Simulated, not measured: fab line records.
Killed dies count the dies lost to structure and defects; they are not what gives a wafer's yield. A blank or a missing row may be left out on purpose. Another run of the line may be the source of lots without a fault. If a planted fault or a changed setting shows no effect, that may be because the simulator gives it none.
What tool caused it? -- flow sky130 -- 11 lots, 33 wafers sampled, at 2 steps of a route of 708

WHAT THE GAUGES SHOWED, per wafer
SKY_CAP2M_THK_MEAS_04: measures by xrf.
lot,measured,on,CAP2M_TIN_THK (nm)
L451,day 41 05:48,film_metro-01,201.7 202.4 201.1
L453,day 41 14:03,film_metro-02,205.1 205.6 203.1
L457,day 42 11:35,film_metro-02,201.5 199.2 201.8
L456,day 42 11:54,film_metro-02,201.0 200.9 201.2
L458,day 42 19:59,film_metro-03,201.5 201.9 200.4
L462,day 43 16:29,film_metro-01,205.2 199.0 200.3
L463,day 44 03:57,film_metro-02,204.0 203.6 203.2
L465,day 44 11:52,film_metro-03,202.9 202.8 201.5
L466,day 44 16:16,film_metro-01,199.1 197.3 203.1
L467,day 45 00:50,film_metro-03,200.2 198.4 199.0
L472,day 46 03:24,film_metro-02,203.5 204.4 203.5

WHICH TOOL RAN EACH LOT (tool, then ch and the chambers of the sampled wafers, then the start)
lot,SKY_METAL4_SPUTTER_03
L451,"pvd_sputter-03, day 41 05:25"
L453,"pvd_sputter-03, day 41 13:40"
L457,"pvd_sputter-03, day 42 11:12"
L456,"pvd_sputter-02, day 42 11:30"
L458,"pvd_sputter-02, day 42 19:36"
L462,"pvd_sputter-03, day 43 16:06"
L463,"pvd_sputter-03, day 44 03:34"
L465,"pvd_sputter-04, day 44 11:29"
L466,"pvd_sputter-03, day 44 15:52"
L467,"pvd_sputter-04, day 45 00:27"
L472,"pvd_sputter-02, day 46 03:01"
- SKY_METAL4_SPUTTER_03: material Ti, target thk 5 nm, time 3.3 s.

WHAT THE TOOLS THEMSELVES READ (means of the sampled wafers that have a number; where no wafer has one, the mark that the record gives instead)
SKY_METAL4_SPUTTER_03.
lot,tool,throttle_valve_pct (%)
L451,pvd_sputter-03,31.1
L453,pvd_sputter-03,30.3
L457,pvd_sputter-03,30.8
L456,pvd_sputter-02,29.5
L458,pvd_sputter-02,30.6
L462,pvd_sputter-03,30.4
L463,pvd_sputter-03,29.8
L465,pvd_sputter-04,29.8
L466,pvd_sputter-03,31.1
L467,pvd_sputter-04,30.1
L472,pvd_sputter-02,29.6

THE ANSWER, worked out from the rows above alone
Rule: what is usual is taken from the lots themselves. The widest of any qualifying gaps counts: lots, ordered by their means at a reading, are off when they make up no more than a third of the lots, leave a main group of 4 or more, and stand apart from it by 3 or more times the standard deviation of that group's means. A main group whose means are all the same, to the digits that the tables above print for the reading, isn't used. Also off: a lot with no number at a reading for which 4 or more lots have one. All remaining lots with rows at the step are treated as sound. First the gauges in route order, then the tools' own readings, where a lot's mean is used as printed above. At the first step where some lot is off, the reading lying furthest off is the one used; lots without a number count as furthest.
Nothing can be told from this: no lot is off at any reading shown.

WHAT WAS PUT IN BY THE SIMULATOR
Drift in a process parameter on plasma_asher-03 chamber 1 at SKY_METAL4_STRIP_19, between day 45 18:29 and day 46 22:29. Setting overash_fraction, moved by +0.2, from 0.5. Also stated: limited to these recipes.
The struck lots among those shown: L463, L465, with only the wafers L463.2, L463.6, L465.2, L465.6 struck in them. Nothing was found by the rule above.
